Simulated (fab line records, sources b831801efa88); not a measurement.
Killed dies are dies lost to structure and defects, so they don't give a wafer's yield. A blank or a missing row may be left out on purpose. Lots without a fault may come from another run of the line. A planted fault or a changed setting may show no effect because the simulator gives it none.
Which tool did it? | flow gf180mcu | 13 lots, 39 wafers sampled, at 4 steps of a route of 602

WHAT THE GAUGES READ, wafer by wafer
GF_M5_OVL_MEAS_08. Usual: M5_OVL 4 nm, standard deviation 6.6.
lot  | measured     | on         | M5_OVL (nm) | flag
L248 | day 26 09:11 | overlay-01 | 0 9 6       |
L249 | day 26 19:03 | overlay-01 | -6 -9 -11   |
L250 | day 27 01:41 | overlay-01 | -1 9 -2     |
L252 | day 27 19:19 | overlay-02 | 11 13 7     |
L253 | day 28 04:55 | overlay-02 | 11 3 1      |
L254 | day 28 11:37 | overlay-01 | 0 6 5       |
L256 | day 29 05:25 | overlay-01 | 11 1 2      |
L257 | day 29 15:13 | overlay-02 | 6 0 8       |
L258 | day 29 20:11 | overlay-02 | 10 11 5     |
L259 | day 29 23:01 | overlay-02 | 4 -1 10     |
L260 | day 30 11:37 | overlay-01 | 6 3 2       |
L261 | day 30 19:26 | overlay-02 | 3 -4 -7     |
L270 | day 32 20:28 | overlay-02 | 6 1 10      |

GF_V5_CD_MEAS_14: target cd 260 nm. Usual: cd_nm 260.0 nm, standard deviation 1.2.
lot  | measured     | on        | cd_nm (nm)        | flag
L248 | day 27 07:08 | cd_sem-02 | 259.3 260.8 259.9 |
L249 | day 27 16:11 | cd_sem-02 | 258.4 258.7 259.9 |
L250 | day 27 23:04 | cd_sem-02 | 260.6 260.0 259.3 |
L252 | day 28 15:38 | cd_sem-02 | 260.8 261.4 261.5 |
L253 | day 29 01:20 | cd_sem-02 | 258.7 259.9 258.5 |
L254 | day 29 08:19 | cd_sem-01 | 258.2 257.3 257.9 |
L256 | day 30 01:20 | cd_sem-01 | 260.2 260.0 260.0 |
L257 | day 30 11:08 | cd_sem-02 | 261.0 261.0 261.8 |
L258 | day 30 16:01 | cd_sem-02 | 259.9 259.5 260.0 |
L259 | day 30 18:34 | cd_sem-02 | 259.1 258.5 258.4 |
L260 | day 31 06:44 | cd_sem-01 | 259.1 259.7 258.8 |
L261 | day 31 14:35 | cd_sem-02 | 259.9 260.6 259.7 |
L270 | day 33 14:38 | cd_sem-02 | 260.6 259.4 260.5 |

GF_TOP_METAL_OVL_MEAS_15. Usual: TOP_METAL_OVL -0.9 nm, standard deviation 1.4.
lot  | measured     | on         | TOP_METAL_OVL (nm) | flag
L248 | day 28 05:18 | overlay-02 | 0.8 -1.5 0.8       |
L249 | day 28 13:14 | overlay-02 | -1.2 -2.9 -3.2     |
L250 | day 28 20:13 | overlay-02 | 1.2 2.3 0.4        |
L252 | day 29 12:29 | overlay-02 | -3.5 -2.1 -4.2     |
L253 | day 29 22:02 | overlay-02 | -2.4 -2.2 -1.1     |
L254 | day 30 04:50 | overlay-02 | -1.5 0.3 -2.6      |
L256 | day 30 20:38 | overlay-01 | -1.9 -2.9 -2.4     |
L257 | day 31 06:59 | overlay-02 | 0.4 1.5 -0.3       |
L258 | day 31 11:33 | overlay-01 | -0.6 -1.3 -0.1     |
L259 | day 31 13:13 | overlay-02 | -1.2 -1.9 -1.1     |
L260 | day 32 01:13 | overlay-01 | -0.5 2.2 -2.5      |
L261 | day 32 09:38 | overlay-02 | -1.9 -2.9 -2.0     |
L270 | day 34 07:16 | overlay-02 | 0.2 -1.8 0.3       |

WHICH TOOL RAN EACH LOT (tool, then ch and the chambers of the sampled wafers, then the start)
lot  | GF_V5_STRIP_18
L248 | plasma_asher-04 ch 0,1, day 27 07:25
L249 | plasma_asher-01 ch 0,1, day 27 16:29
L250 | plasma_asher-04 ch 1, day 27 23:21
L252 | plasma_asher-01 ch 1, day 28 15:56
L253 | plasma_asher-04 ch 0,1, day 29 01:39
L254 | plasma_asher-02 ch 0,1, day 29 08:37
L256 | plasma_asher-02 ch 0,1, day 30 01:39
L257 | plasma_asher-02 ch 0, day 30 11:27
L258 | plasma_asher-02 ch 0,1, day 30 16:18
L259 | plasma_asher-02 ch 0,1, day 30 18:51
L260 | plasma_asher-02 ch 0,1, day 31 07:02
L261 | plasma_asher-02 ch 0,1, day 31 14:53
L270 | plasma_asher-01 ch 0, day 33 14:57
- GF_V5_STRIP_18: strips in O2/N2.

WHAT THE TOOLS THEMSELVES READ (means of the sampled wafers that have a number; where no wafer has one, the mark that the record gives instead)
GF_V5_STRIP_18. Usual: chamber_pressure_mTorr 1500.2 mTorr, standard deviation 1.4; drypump_motor_current_A 5.33 A, standard deviation 0.26; heater_power_w 343 W, standard deviation 15; n2_flow_sccm 300.0 sccm, standard deviation 0.94; oes_product_au 0.568 a.u., standard deviation 0.0047.
lot  | tool            | chamber_pressure_mTorr (mTorr) | drypump_motor_current_A (A) | heater_power_w (W) | n2_flow_sccm (sccm) | oes_product_au (a.u.) | flag
L248 | plasma_asher-04 | 1501.0                         | 4.88                        | 342                | 299.8               | 0.565                 |
L249 | plasma_asher-01 | 1498.8                         | 5.39                        | 352                | 300.4               | 0.567                 |
L250 | plasma_asher-04 | 1499.0                         | 4.84                        | 355                | 301.3               | 0.569                 |
L252 | plasma_asher-01 | 1500.0                         | 5.26                        | 376                | 300.5               | 0.565                 |
L253 | plasma_asher-04 | 1499.9                         | 4.92                        | 344                | 299.7               | 0.570                 |
L254 | plasma_asher-02 | 1498.5                         | 5.49                        | 342                | 300.3               | 0.568                 |
L256 | plasma_asher-02 | 1501.8                         | 5.48                        | 344                | 299.6               | 0.566                 |
L257 | plasma_asher-02 | 1498.7                         | 5.53                        | 346                | 300.3               | 0.565                 |
L258 | plasma_asher-02 | 1500.3                         | 5.51                        | 341                | 299.7               | 0.560                 |
L259 | plasma_asher-02 | 1501.3                         | 5.49                        | 343                | 299.5               | 0.571                 |
L260 | plasma_asher-02 | 1501.3                         | 5.46                        | 345                | 299.9               | 0.566                 |
L261 | plasma_asher-02 | 1501.0                         | 5.50                        | 344                | 300.0               | 0.566                 |
L270 | plasma_asher-01 | 1501.5                         | 5.61                        | 315                | 300.2               | 0.570                 |

THE ANSWER, worked out from the rows above alone
Rule: a lot is off if the mean of its wafers that have a number lies more than 3 standard deviations from the usual mean. A lot without any number at a reading at which 4 lots or more have one is off too. The other lots that the step has rows for count as sound. The gauges are gone through in route order, then the tools' own readings, and for those a lot's mean is taken as printed above. The first step at which some lot is off is used, and at that step the reading that is off furthest; a lot without a number counts as furthest.
No lot is off at any reading shown: from this, nothing can be told.

WHAT THE SIMULATOR HAD PUT IN
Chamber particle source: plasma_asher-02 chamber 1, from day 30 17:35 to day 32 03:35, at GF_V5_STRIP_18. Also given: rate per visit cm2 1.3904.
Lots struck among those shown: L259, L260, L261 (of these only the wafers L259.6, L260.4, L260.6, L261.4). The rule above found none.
